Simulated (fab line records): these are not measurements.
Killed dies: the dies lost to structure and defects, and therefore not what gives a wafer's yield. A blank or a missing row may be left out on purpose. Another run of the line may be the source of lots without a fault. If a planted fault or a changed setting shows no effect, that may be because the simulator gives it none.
fab line records    flow sky130
record lots=13  wafers=39  last-day=51
route steps=708 shown METAL4@599 PAD_OPEN@708
lots untouched by any fault: they come from a run of this same line in which no faults occurred
start-h: the number of hours between the record's first day and the start of the first shown wafer of the lot    wait-h: hours since the lot's step before    " repeats the value in the row above    L1.1+2: a row that stands for several wafers    - value missing, or start not given    * or withheld: withheld    < > ~ a bound
route shown NAME@n: names a module that has steps shown in the file, with the first one's number in the route    usual: mean and standard deviation over wafers with no fault    same: alike in all rows    chamber/n: place in a boat    sites: per-site readings    _std_site: the values' standard deviation    _edge_site: mean of outer sites minus mean of inner sites    radius-mm: for every site, how far away it sits from the centre of the wafer    mask NAME#n: copy n    behind: the tool/chamber that last shaped the wafer    hold: why the lot was held/for how many hours/how that ended    device: the transistor (n, p or np) that didn't switch    end of line: at the end of the route, the tests of the same wafers    a step without rows: its recipe alone    killed: count of dies lost to structure and defects at first sort (not the wafer's yield)    map: the dies of a wafer, with x for killed, . for not killed, _ for no die there
set.NAME: the setting as run; set.NAME@STEP: as run at that earlier step    model.NAME: the simulator's own value behind a step, which no gauge read
steps of the route over a sample of lots; a table a step, a row a wafer
services: a tool's chamber out of use, with start hour (start-h, from the record's first day; less than 0 if before it), hours out, and reason
## steps
# step SKY_METAL4_SPUTTER_01
# recipe material=TiN  target-thk-nm=20  power-w=6500  time-s=16.7  chamber-pressure-pa=0.4
# usual throttle-valve-pct=29.9/1.1
lot.wafer  tool            chamber  start-h  wait-h  throttle-valve-pct
L792.1     pvd-sputter-03  -        950.92   0.0     30.7
L792.2     "               -        "        "       30.3
L792.4     "               -        "        "       27.5
L796.1     pvd-sputter-04  -        952.50   0.0     29.9
L796.3     "               -        "        "       29.4
L796.5     "               -        "        "       32.0
L794.3     pvd-sputter-04  -        952.92   0.0     29.8
L794.5     "               -        "        "       30.2
L794.6     "               -        "        "       30.1
L793.2     pvd-sputter-01  -        955.18   0.0     31.0
L793.5     "               -        "        "       30.9
L793.6     "               -        "        "       29.6
L797.1     pvd-sputter-01  -        955.58   0.0     30.6
L797.4     "               -        "        "       29.5
L797.6     "               -        "        "       30.4
L798.1     pvd-sputter-04  -        956.27   0.0     30.2
L798.3     "               -        "        "       29.6
L798.6     "               -        "        "       30.1
L800.1     pvd-sputter-01  -        982.47   0.0     29.6
L800.4     "               -        "        "       31.1
L800.6     "               -        "        "       30.8
L803.1     pvd-sputter-01  -        1087.70  0.0     29.4
L803.2     "               -        "        "       30.8
L803.3     "               -        "        "       29.1
L806.1     pvd-sputter-01  -        1089.68  0.0     29.6
L806.4     "               -        "        "       30.8
L806.5     "               -        "        "       29.2
L804.2     pvd-sputter-03  -        1090.19  0.0     27.6
L804.5     "               -        "        "       27.5
L804.6     "               -        "        "       30.0
L812.1     pvd-sputter-04  -        1093.83  0.0     30.0
L812.2     "               -        "        "       32.1
L812.5     "               -        "        "       29.2
L811.2     pvd-sputter-03  -        1099.47  0.0     30.8
L811.3     "               -        "        "       27.4
L811.5     "               -        "        "       30.7
L814.1     pvd-sputter-04  -        1101.77  0.0     30.0
L814.2     "               -        "        "       29.8
L814.6     "               -        "        "       31.7
# step SKY_METAL4_SPUTTER_03
# recipe material=Ti  target-thk-nm=5  power-w=3000  time-s=3.3  chamber-pressure-pa=0.4
# usual throttle-valve-pct=29.9/1.1
lot.wafer  tool            chamber  start-h  wait-h  throttle-valve-pct
L792.1     pvd-sputter-03  -        950.99   0.0     30.7
L792.2     "               -        "        "       30.0
L792.4     "               -        "        "       27.5
L796.1     pvd-sputter-04  -        952.57   0.0     29.8
L796.3     "               -        "        "       29.2
L796.5     "               -        "        "       31.8
L794.3     pvd-sputter-04  -        952.99   0.0     30.5
L794.5     "               -        "        "       29.8
L794.6     "               -        "        "       29.9
L793.2     pvd-sputter-01  -        955.25   0.0     31.0
L793.5     "               -        "        "       30.7
L793.6     "               -        "        "       29.7
L797.1     pvd-sputter-01  -        955.65   0.0     30.5
L797.4     "               -        "        "       29.5
L797.6     "               -        "        "       30.7
L798.1     pvd-sputter-04  -        956.34   0.0     30.2
L798.3     "               -        "        "       29.8
L798.6     "               -        "        "       30.1
L800.1     pvd-sputter-01  -        982.54   0.0     29.7
L800.4     "               -        "        "       31.2
L800.6     "               -        "        "       31.3
L803.1     pvd-sputter-01  -        1087.76  0.0     29.8
L803.2     "               -        "        "       31.0
L803.3     "               -        "        "       29.2
L806.1     pvd-sputter-01  -        1089.74  0.0     29.5
L806.4     "               -        "        "       31.0
L806.5     "               -        "        "       28.8
L804.2     pvd-sputter-03  -        1090.26  0.0     27.5
L804.5     "               -        "        "       27.4
L804.6     "               -        "        "       29.8
L812.1     pvd-sputter-04  -        1093.89  0.0     29.9
L812.2     "               -        "        "       32.0
L812.5     "               -        "        "       29.2
L811.2     pvd-sputter-03  -        1099.54  0.0     30.5
L811.3     "               -        "        "       27.4
L811.5     "               -        "        "       30.8
L814.1     pvd-sputter-04  -        1101.83  0.0     29.6
L814.2     "               -        "        "       30.0
L814.6     "               -        "        "       32.1
# step SKY_METAL4_SPUTTER_04
# recipe material=TiN  target-thk-nm=70  power-w=6500  time-s=58.3  chamber-pressure-pa=0.4
# usual throttle-valve-pct=29.9/1.1
lot.wafer  tool            chamber  start-h  wait-h  throttle-valve-pct
L792.1     pvd-sputter-03  -        951.00   0.0     30.8
L792.2     "               -        "        "       30.3
L792.4     "               -        "        "       27.6
L796.1     pvd-sputter-04  -        952.58   0.0     29.9
L796.3     "               -        "        "       29.6
L796.5     "               -        "        "       32.0
L794.3     pvd-sputter-04  -        953.01   0.0     30.1
L794.5     "               -        "        "       29.7
L794.6     "               -        "        "       30.1
L793.2     pvd-sputter-01  -        955.26   0.0     31.0
L793.5     "               -        "        "       31.1
L793.6     "               -        "        "       29.6
L797.1     pvd-sputter-01  -        955.66   0.0     30.3
L797.4     "               -        "        "       29.6
L797.6     "               -        "        "       30.7
L798.1     pvd-sputter-04  -        956.36   0.0     30.1
L798.3     "               -        "        "       29.6
L798.6     "               -        "        "       30.0
L800.1     pvd-sputter-01  -        982.56   0.0     29.6
L800.4     "               -        "        "       30.8
L800.6     "               -        "        "       31.2
L803.1     pvd-sputter-01  -        1087.78  0.0     29.5
L803.2     "               -        "        "       31.0
L803.3     "               -        "        "       29.1
L806.1     pvd-sputter-01  -        1089.76  0.0     29.7
L806.4     "               -        "        "       31.3
L806.5     "               -        "        "       29.0
L804.2     pvd-sputter-03  -        1090.27  0.0     27.5
L804.5     "               -        "        "       27.2
L804.6     "               -        "        "       30.0
L812.1     pvd-sputter-04  -        1093.91  0.0     29.5
L812.2     "               -        "        "       31.9
L812.5     "               -        "        "       29.3
L811.2     pvd-sputter-03  -        1099.56  0.0     30.7
L811.3     "               -        "        "       27.3
L811.5     "               -        "        "       30.8
L814.1     pvd-sputter-04  -        1101.85  0.0     30.0
L814.2     "               -        "        "       29.7
L814.6     "               -        "        "       31.7
# step SKY_METAL4_ETCH_17
# recipe target=SiO2  stop-on=TiN  chemistry=C4F8/O2/Ar  source-w=1500  bias-w=1200  pressure-mtorr=40  c4f8-flow-sccm=withheld  O2_flow_sccm=6  Ar_flow_sccm=300  time-s=3.9  target-depth-a=150
# usual oes-product-au=0.753/0.0072
lot.wafer  tool         chamber  start-h  wait-h  oes-product-au  rf-hours-counter-h
L792.1     rie-diel-03  3        999.97   0.1     0.758           18
L792.2     "            2        "        "       0.750           7
L792.4     "            0        "        "       0.755           21
L796.1     rie-diel-02  3        1001.72  0.1     0.745           7
L796.3     "            1        "        "       0.750           18
L796.5     "            1        "        "       0.758           -
L794.3     rie-diel-01  1        1002.22  0.0     0.739           21
L794.5     "            2        "        "       0.765           -
L794.6     "            1        "        "       0.750           -
L793.2     rie-diel-02  0        1004.27  0.1     0.750           15
L793.5     "            1        "        "       0.762           -
L793.6     "            0        "        "       0.751           -
L797.1     rie-diel-03  2        1004.47  0.1     0.745           7
L797.4     "            0        "        "       0.742           22
L797.6     "            3        "        "       0.758           -
L798.1     rie-diel-01  2        1004.62  0.1     0.739           8
L798.3     "            1        "        "       0.745           21
L798.6     "            1        "        "       0.755           -
L800.1     rie-diel-02  2        1030.02  0.1     0.738           21
L800.4     "            0        "        "       0.763           16
L800.6     "            3        "        "       0.760           -
L803.1     rie-diel-02  2        1129.92  0.1     0.742           24
L803.2     "            3        "        "       0.750           11
L803.3     "            0        "        "       0.747           20
L806.1     rie-diel-03  3        1130.27  0.1     0.759           22
L806.4     "            1        "        "       0.754           18
L806.5     "            2        "        "       0.749           -
L804.2     rie-diel-01  2        1130.77  0.1     0.753           13
L804.5     "            2        "        "       0.761           -
L804.6     "            3        "        "       0.756           -
L812.1     rie-diel-02  3        1133.50  0.2     0.750           11
L812.2     "            1        "        "       0.813           22
L812.5     "            3        "        "       0.753           -
L811.2     rie-diel-02  1        1138.72  0.1     0.814           22
L811.3     "            3        "        "       0.759           11
L811.5     "            0        "        "       0.757           -
L814.1     rie-diel-01  3        1141.52  0.1     0.756           14
L814.2     "            1        "        "       0.748           1
L814.6     "            2        "        "       0.763           -
# step SKY_PAD_OPEN_PROBE_99
# usual defect-limited-yield=82.5/2  killed_at_M0_to_M3=42/7.3  killed_at_M4_up=3.4/2  killed-at-contacts=24/5.6  killed-at-front-end=16/4.5  killed-at-other=0.2/0.51  killed-dies=86/9.8  killed-open=46/7  killed-short=40/6.7  sort_bin_3_pad_short=0.9/0.42  sort_bin_5_function=10.3/1.5  sort_bin_6_memory=6.3/1.3  sort-n-pass=406/9.8  sort-yield-pct=82.5/2
# same gross-dies=492  killed-at-back-side=0  sort_bin_4_leakage[%]=0  sort_bin_8_speed[%]=0
lot.wafer  tool       chamber  start-h  wait-h  defect-limited-yield[%]  killed_at_M0_to_M3  killed_at_M4_up  killed-at-contacts  killed-at-front-end  killed-at-other  killed-dies  killed-open  killed-short  sort_bin_3_pad_short[%]  sort_bin_5_function[%]  sort_bin_6_memory[%]  sort-n-pass  sort-yield-pct[%]
L792.1     prober-01  -        1099.95  0.1     83.3                     49                  1                21                  11                   0                82           44           38            0.6                      11.8                    4.3                   410          83.3
L792.2     prober-01  -        1100.00  0.1     84.1                     51                  0                15                  12                   0                78           38           40            0.4                      11.0                    4.5                   414          84.1
L792.4     prober-01  -        1100.10  0.2     83.5                     49                  3                15                  13                   1                81           42           39            1.4                      10.4                    4.7                   411          83.5
L796.1     prober-02  -        1102.95  0.1     80.7                     46                  2                25                  22                   0                95           50           45            1.0                      11.4                    6.9                   397          80.7
L796.3     prober-02  -        1103.05  0.2     84.1                     37                  8                16                  16                   1                78           39           37            1.2                      9.6                     5.1                   414          84.1
L796.5     prober-02  -        1103.15  0.2     82.7                     31                  3                34                  16                   1                85           48           37            0.8                      11.6                    4.9                   407          82.7
L794.3     prober-01  -        1103.35  0.3     82.7                     46                  2                23                  14                   0                85           50           35            1.2                      10.0                    6.1                   407          82.7
L794.5     prober-01  -        1103.45  0.4     84.8                     37                  3                21                  14                   0                75           48           27            0                        11.8                    3.5                   417          84.8
L794.6     prober-01  -        1103.50  0.4     83.5                     39                  7                22                  13                   0                81           44           36            0.4                      9.1                     6.9                   411          83.5
L793.2     prober-02  -        1103.92  0.1     82.9                     44                  2                25                  12                   1                84           44           40            0.6                      10.4                    6.1                   408          82.9
L793.5     prober-02  -        1104.07  0.2     82.7                     41                  1                29                  14                   0                85           42           43            1.0                      9.8                     6.5                   407          82.7
L793.6     prober-02  -        1104.12  0.2     84.6                     28                  2                23                  23                   0                76           40           36            0.4                      9.6                     5.5                   416          84.6
L798.1     prober-01  -        1104.45  0.1     77.6                     58                  6                29                  17                   0                110          62           48            0.6                      13.6                    8.1                   382          77.6
L798.3     prober-01  -        1104.55  0.2     80.3                     47                  6                23                  20                   1                97           54           43            0.4                      12.0                    7.3                   395          80.3
L798.6     prober-01  -        1104.70  0.2     79.5                     53                  2                30                  16                   0                101          53           48            0.8                      12.4                    7.3                   391          79.5
L797.1     prober-02  -        1105.37  0.1     81.9                     34                  5                34                  16                   0                89           58           30            0.2                      12.0                    5.9                   403          81.9
L797.4     prober-02  -        1105.52  0.2     79.9                     62                  2                20                  14                   1                99           51           48            1.0                      10.4                    8.7                   393          79.9
L797.6     prober-02  -        1105.62  0.2     82.3                     45                  3                24                  15                   0                87           50           37            1.2                      8.3                     8.1                   405          82.3
L800.1     prober-02  -        1125.24  0.1     85.0                     38                  2                22                  12                   0                74           44           30            1.2                      7.5                     6.3                   418          85.0
L800.4     prober-02  -        1125.39  0.2     80.9                     40                  3                28                  20                   3                94           46           45            0.8                      11.0                    7.3                   398          80.9
L800.6     prober-02  -        1125.49  0.2     80.3                     39                  2                38                  16                   2                97           60           35            1.0                      11.0                    7.7                   395          80.3
L803.1     prober-02  -        1210.01  0.1     84.3                     23                  3                29                  22                   0                77           44           33            0.2                      9.3                     6.1                   415          84.3
L803.2     prober-02  -        1210.06  0.1     83.3                     34                  2                27                  19                   0                82           44           38            0.6                      9.3                     6.7                   410          83.3
L803.3     prober-02  -        1210.11  0.2     80.5                     49                  6                18                  23                   0                96           44           51            1.0                      11.4                    7.1                   396          80.5
L806.1     prober-01  -        1210.86  0.1     77.8                     42                  2                38                  26                   1                109          56           53            0.8                      13.0                    8.3                   383          77.8
L806.4     prober-01  -        1211.01  0.2     82.7                     49                  6                16                  14                   0                85           40           45            1.2                      10.2                    5.9                   407          82.7
L806.5     prober-01  -        1211.06  0.2     81.3                     44                  5                29                  14                   0                92           42           50            1.4                      10.2                    7.1                   400          81.3
L804.2     prober-02  -        1211.56  0.1     83.5                     37                  3                28                  13                   0                81           44           37            1.6                      9.6                     5.3                   411          83.5
L804.5     prober-02  -        1211.71  0.2     81.7                     42                  3                27                  18                   0                90           51           39            0.8                      11.4                    6.1                   402          81.7
L804.6     prober-02  -        1211.76  0.2     83.5                     34                  0                34                  13                   0                81           47           34            0.6                      8.9                     6.9                   411          83.5
L812.1     prober-01  -        1213.31  0.4     82.9                     48                  0                18                  18                   0                84           47           37            0.6                      7.7                     8.7                   408          82.9
L812.2     prober-01  -        1213.36  0.4     82.5                     51                  5                19                  11                   0                86           47           39            1.2                      11.6                    4.7                   406          82.5
L812.5     prober-01  -        1213.51  0.5     86.8                     29                  2                25                  9                    0                65           35           30            0.4                      7.3                     5.5                   427          86.8
L811.2     prober-01  -        1215.45  0.1     79.3                     41                  5                32                  23                   1                102          58           44            1.6                      12.6                    6.5                   390          79.3
L811.3     prober-01  -        1215.50  0.2     84.3                     33                  7                20                  17                   0                77           43           34            1.0                      8.9                     5.7                   415          84.3
L811.5     prober-01  -        1215.60  0.2     83.7                     38                  2                20                  20                   0                80           43           35            0.8                      8.9                     6.5                   412          83.7
L814.1     prober-02  -        1218.28  0.1     81.3                     42                  3                21                  26                   0                92           40           52            0.2                      11.4                    7.1                   400          81.3
L814.2     prober-02  -        1218.33  0.1     79.7                     48                  4                29                  19                   0                100          49           50            0.8                      10.4                    9.1                   392          79.7
L814.6     prober-02  -        1218.53  0.2     82.3                     52                  1                19                  15                   0                87           49           38            1.4                      8.9                     7.3                   405          82.3
# killed by level:class
L792.1 VIA1:geometric-particle:open=13 METAL1:geometric-particle:short=8 VIA3:geometric-particle:open=8 CONTACT:geometric-particle:open=6 LI_CONTACT:geometric-particle:open=5 FIELD_ISO:geometric-particle:short=4 LOCAL_INTERCONNECT:geometric-particle:short=4 METAL2:geometric-particle:short=4
L792.2 VIA1:geometric-particle:open=14 VIA3:geometric-particle:open=13 VIA3:geometric-particle:short=6 SPACER:geometric-particle:short=5 METAL1:geometric-particle:short=5 METAL2:geometric-particle:short=5 VIA1:geometric-particle:short=4 LOCAL_INTERCONNECT:geometric-particle:short=4
L792.4 VIA1:geometric-particle:open=13 VIA3:geometric-particle:open=8 LI_CONTACT:geometric-particle:open=6 VIA3:geometric-particle:short=6 METAL2:geometric-particle:short=6 CONTACT:geometric-particle:short=4 METAL1:geometric-particle:short=4 VIA2:geometric-particle:open=4
L796.1 VIA1:geometric-particle:open=11 VIA2:geometric-particle:open=10 POLY_GATE:geometric-particle:open=7 CONTACT:geometric-particle:open=7 FIELD_ISO:geometric-particle:short=6 LI_CONTACT:geometric-particle:open=6 LOCAL_INTERCONNECT:geometric-particle:short=5 METAL1:geometric-particle:short=5
L796.3 VIA2:geometric-particle:open=9 METAL4:geometric-particle:short=6 CONTACT:geometric-particle:open=5 VIA1:geometric-particle:open=5 POLY_GATE:geometric-particle:short=4 LI_CONTACT:geometric-particle:open=4 LOCAL_INTERCONNECT:geometric-particle:short=4 METAL1:geometric-particle:short=4
L796.5 CONTACT:geometric-particle:open=17 LOCAL_INTERCONNECT:geometric-particle:short=7 VIA3:geometric-particle:open=7 METAL2:geometric-particle:short=5 VIA2:geometric-particle:open=4 FIELD_ISO:geometric-particle:open=4 POLY_GATE:geometric-particle:open=4 VIA1:geometric-particle:open=4
L794.3 VIA1:geometric-particle:open=13 LI_CONTACT:geometric-particle:open=7 CONTACT:geometric-particle:open=7 VIA3:geometric-particle:open=6 VIA1:geometric-particle:short=4 METAL2:geometric-particle:short=4 VIA2:geometric-particle:open=4 VIA3:geometric-particle:short=4
L794.5 VIA1:geometric-particle:open=11 LI_CONTACT:geometric-particle:open=10 CONTACT:geometric-particle:open=9 VIA3:geometric-particle:open=8 POLY_GATE:geometric-particle:short=6 FIELD_ISO:geometric-particle:open=4 METAL3:geometric-particle:short=4 METAL1:geometric-particle:short=3
L794.6 VIA1:geometric-particle:open=10 CONTACT:geometric-particle:open=7 FIELD_ISO:geometric-particle:short=6 METAL2:geometric-particle:short=6 VIA2:geometric-particle:open=5 VIA3:geometric-particle:open=5 FIELD_ISO:geometric-particle:open=4 LI_CONTACT:geometric-particle:open=4
L793.2 CONTACT:geometric-particle:open=12 VIA1:geometric-particle:short=8 VIA1:geometric-particle:open=8 VIA2:geometric-particle:open=7 VIA3:geometric-particle:open=6 LI_CONTACT:geometric-particle:open=5 CONTACT:geometric-particle:short=5 METAL1:geometric-particle:short=5
L793.5 VIA1:geometric-particle:open=9 CONTACT:geometric-particle:open=8 CONTACT:geometric-particle:short=8 LI_CONTACT:geometric-particle:open=5 VIA2:geometric-particle:open=5 VIA2:geometric-particle:short=5 VIA3:geometric-particle:open=5 LI_CONTACT:geometric-particle:short=4
L793.6 FIELD_ISO:geometric-particle:short=7 CONTACT:geometric-particle:open=7 VIA1:geometric-particle:open=7 FIELD_ISO:geometric-particle:open=5 LI_CONTACT:geometric-particle:open=5 LOCAL_INTERCONNECT:geometric-particle:short=4 METAL1:geometric-particle:short=4 VIA2:geometric-particle:open=3
L798.1 METAL1:geometric-particle:short=12 CONTACT:geometric-particle:open=11 VIA3:geometric-particle:open=11 VIA1:geometric-particle:open=10 LOCAL_INTERCONNECT:geometric-particle:short=6 LOCAL_INTERCONNECT:geometric-particle:open=6 METAL1:geometric-particle:open=6 METAL2:geometric-particle:short=6
L798.3 VIA1:geometric-particle:open=15 VIA1:geometric-particle:short=9 LI_CONTACT:geometric-particle:open=9 VIA3:geometric-particle:open=8 CONTACT:geometric-particle:open=6 POLY_GATE:geometric-particle:short=5 POLY_GATE:geometric-particle:open=4 METAL2:geometric-particle:short=4
L798.6 CONTACT:geometric-particle:open=12 METAL1:geometric-particle:short=10 VIA2:geometric-particle:open=9 VIA1:geometric-particle:open=8 FIELD_ISO:geometric-particle:short=7 FIELD_ISO:geometric-particle:open=5 LI_CONTACT:geometric-particle:open=5 CONTACT:geometric-particle:short=5
L797.1 CONTACT:geometric-particle:open=17 VIA1:geometric-particle:open=11 LI_CONTACT:geometric-particle:open=8 VIA3:geometric-particle:open=6 FIELD_ISO:geometric-particle:open=5 METAL1:geometric-particle:short=5 LOCAL_INTERCONNECT:geometric-particle:short=4 METAL4:geometric-particle:short=4
L797.4 VIA3:geometric-particle:open=13 VIA1:geometric-particle:short=9 VIA1:geometric-particle:open=8 CONTACT:geometric-particle:open=8 METAL1:geometric-particle:short=8 METAL2:geometric-particle:short=7 VIA3:geometric-particle:short=7 VIA2:geometric-particle:open=6
L797.6 VIA1:geometric-particle:open=15 METAL1:geometric-particle:short=10 CONTACT:geometric-particle:open=9 POLY_GATE:geometric-particle:open=6 LI_CONTACT:geometric-particle:open=6 VIA2:geometric-particle:open=6 LI_CONTACT:geometric-particle:short=4 VIA3:geometric-particle:open=4
L800.1 VIA1:geometric-particle:open=9 CONTACT:geometric-particle:open=9 VIA3:geometric-particle:open=7 FIELD_ISO:geometric-particle:open=4 LOCAL_INTERCONNECT:geometric-particle:short=4 CONTACT:geometric-particle:short=4 METAL2:geometric-particle:short=4 SPACER:geometric-particle:open=3
L800.4 CONTACT:geometric-particle:open=13 VIA2:geometric-particle:open=8 VIA1:geometric-particle:short=6 METAL2:geometric-particle:short=6 VIA3:geometric-particle:open=5 FIELD_ISO:geometric-particle:open=4 POLY_GATE:geometric-particle:open=4 LOCAL_INTERCONNECT:geometric-particle:short=4
L800.6 CONTACT:geometric-particle:open=18 VIA1:geometric-particle:open=11 CONTACT:geometric-particle:short=7 VIA2:geometric-particle:open=6 LI_CONTACT:geometric-particle:open=5 METAL1:geometric-particle:short=5 FIELD_ISO:geometric-particle:open=4 POLY_GATE:geometric-particle:open=4
L803.1 LI_CONTACT:geometric-particle:open=10 CONTACT:geometric-particle:open=9 FIELD_ISO:geometric-particle:open=6 VIA2:geometric-particle:open=6 POLY_GATE:geometric-particle:short=5 FIELD_ISO:geometric-particle:short=4 CONTACT:geometric-particle:short=4 VIA1:geometric-particle:open=4
L803.2 METAL2:geometric-particle:short=10 LI_CONTACT:geometric-particle:open=9 CONTACT:geometric-particle:open=6 VIA1:geometric-particle:open=6 VIA3:geometric-particle:open=6 LOCAL_INTERCONNECT:geometric-particle:short=5 POLY_GATE:geometric-particle:open=4 POLY_GATE:geometric-particle:short=3
L803.3 VIA1:geometric-particle:open=14 METAL2:geometric-particle:short=11 POLY_GATE:geometric-particle:short=9 VIA3:geometric-particle:open=8 LI_CONTACT:geometric-particle:open=5 LOCAL_INTERCONNECT:geometric-particle:short=5 VIA2:geometric-particle:short=4 FIELD_ISO:geometric-particle:open=3
L806.1 CONTACT:geometric-particle:open=17 CONTACT:geometric-particle:short=11 VIA2:geometric-particle:open=10 POLY_GATE:geometric-particle:short=7 METAL2:geometric-particle:short=7 FIELD_ISO:geometric-particle:short=6 POLY_GATE:geometric-particle:open=6 LI_CONTACT:geometric-particle:open=6
L806.4 VIA1:geometric-particle:open=13 VIA2:geometric-particle:open=8 CONTACT:geometric-particle:open=7 METAL4:geometric-particle:short=6 CONTACT:geometric-particle:short=6 METAL2:geometric-particle:short=6 VIA3:geometric-particle:open=6 FIELD_ISO:geometric-particle:short=5
L806.5 VIA1:geometric-particle:open=9 CONTACT:geometric-particle:short=8 VIA2:geometric-particle:open=8 LI_CONTACT:geometric-particle:open=7 CONTACT:geometric-particle:open=7 FIELD_ISO:geometric-particle:short=6 METAL2:geometric-particle:short=6 LOCAL_INTERCONNECT:geometric-particle:short=5
L804.2 VIA1:geometric-particle:open=11 LOCAL_INTERCONNECT:geometric-particle:short=7 CONTACT:geometric-particle:open=7 LI_CONTACT:geometric-particle:open=6 CONTACT:geometric-particle:short=6 FIELD_ISO:geometric-particle:short=4 VIA2:geometric-particle:open=4 METAL2:geometric-particle:short=4
L804.5 CONTACT:geometric-particle:open=10 VIA1:geometric-particle:open=10 METAL1:geometric-particle:short=8 LI_CONTACT:geometric-particle:open=7 VIA2:geometric-particle:open=7 FIELD_ISO:geometric-particle:open=5 CONTACT:geometric-particle:short=5 METAL2:geometric-particle:short=5
L804.6 VIA1:geometric-particle:open=14 CONTACT:geometric-particle:open=13 CONTACT:geometric-particle:short=8 LI_CONTACT:geometric-particle:open=7 LI_CONTACT:geometric-particle:short=4 FIELD_ISO:geometric-particle:open=3 METAL1:geometric-particle:short=3 VIA2:geometric-particle:open=3
L812.1 VIA1:geometric-particle:open=13 FIELD_ISO:geometric-particle:open=7 CONTACT:geometric-particle:open=7 VIA2:geometric-particle:open=7 METAL1:geometric-particle:short=6 METAL2:geometric-particle:short=5 POLY_GATE:geometric-particle:open=4 VIA1:geometric-particle:short=4
L812.2 METAL2:geometric-particle:short=11 VIA2:geometric-particle:open=10 CONTACT:geometric-particle:open=9 VIA1:geometric-particle:short=7 METAL1:geometric-particle:short=7 VIA3:geometric-particle:open=6 LI_CONTACT:geometric-particle:open=5 VIA1:geometric-particle:open=5
L812.5 VIA1:geometric-particle:open=8 LOCAL_INTERCONNECT:geometric-particle:short=7 CONTACT:geometric-particle:open=7 LI_CONTACT:geometric-particle:open=5 CONTACT:geometric-particle:short=4 VIA1:geometric-particle:short=4 METAL2:geometric-particle:short=4 VIA3:geometric-particle:open=4
L811.2 LI_CONTACT:geometric-particle:open=15 VIA2:geometric-particle:open=8 POLY_GATE:geometric-particle:short=7 LOCAL_INTERCONNECT:geometric-particle:short=7 CONTACT:geometric-particle:open=6 VIA3:geometric-particle:open=6 VIA1:geometric-particle:open=6 METAL3:geometric-particle:short=5
L811.3 CONTACT:geometric-particle:open=9 VIA3:geometric-particle:open=8 METAL4:geometric-particle:short=6 FIELD_ISO:geometric-particle:open=5 VIA1:geometric-particle:open=5 VIA3:geometric-particle:short=5 POLY_GATE:geometric-particle:short=4 CONTACT:geometric-particle:short=4
L811.5 VIA2:geometric-particle:open=8 VIA3:geometric-particle:open=7 LI_CONTACT:geometric-particle:open=6 LOCAL_INTERCONNECT:geometric-particle:short=6 FIELD_ISO:geometric-particle:short=5 CONTACT:geometric-particle:open=5 VIA1:geometric-particle:open=5 METAL1:geometric-particle:short=4
L814.1 VIA1:geometric-particle:open=9 METAL3:geometric-particle:short=7 POLY_GATE:geometric-particle:short=7 LI_CONTACT:geometric-particle:open=7 FIELD_ISO:geometric-particle:short=5 CONTACT:geometric-particle:open=5 VIA3:geometric-particle:open=5 METAL1:geometric-particle:short=5
L814.2 VIA1:geometric-particle:open=12 METAL2:geometric-particle:short=10 VIA1:geometric-particle:short=9 FIELD_ISO:geometric-particle:short=7 LI_CONTACT:geometric-particle:open=7 CONTACT:geometric-particle:short=7 CONTACT:geometric-particle:open=6 POLY_GATE:geometric-particle:open=5
L814.6 VIA1:geometric-particle:open=16 VIA3:geometric-particle:open=9 FIELD_ISO:geometric-particle:short=7 LI_CONTACT:geometric-particle:open=6 CONTACT:geometric-particle:open=5 VIA1:geometric-particle:short=5 METAL2:geometric-particle:short=5 VIA2:geometric-particle:open=5
## services
tool            chamber  start-h  hours  kind
rie-diel-01     1        934.73   6.3    repair
rie-diel-02     2        977.89   4.7    repair
pvd-sputter-04  -        992.80   5.1    repair
pvd-sputter-01  -        1009.04  2.4    repair
rie-diel-01     -        1009.17  0.5    repair
rie-diel-02     3        1025.58  2.5    repair
rie-diel-02     1        1033.53  4.3    repair
rie-diel-02     1        1046.80  2.8    repair
rie-diel-02     1        1068.18  8.5    repair
rie-diel-01     1        1070.08  -      clean
rie-diel-01     1        1070.08  18.7   scheduled-down
rie-diel-01     1        1070.08  18.7   vent-cycle
pvd-sputter-04  -        1095.88  0.7    repair
pvd-sputter-03  -        1136.94  1.0    repair
pvd-sputter-03  -        1138.38  6.3    repair
## key
first-sign step=SKY_METAL4_ETCH_17  reading=oes-product-au  direction=up  sigmas=8.5  usual=0.753  struck=0.814
effect none on later readings
met-at SKY_METAL4_ETCH_17
struck-lots L811,L812
struck-wafers L811.2,L812.2
not-acting-at SKY_METAL4_SPUTTER_01,SKY_METAL4_SPUTTER_03,SKY_METAL4_SPUTTER_04
onset-between 1004.27 1133.50
fault kind=process-parameter-drift  tool=rie-diel-02  chamber=1  onset-h=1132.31  steps=SKY_METAL4_ETCH_17  channel=time-s  offset=*  shape=step  end-h=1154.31  acts-in=*  stated=*
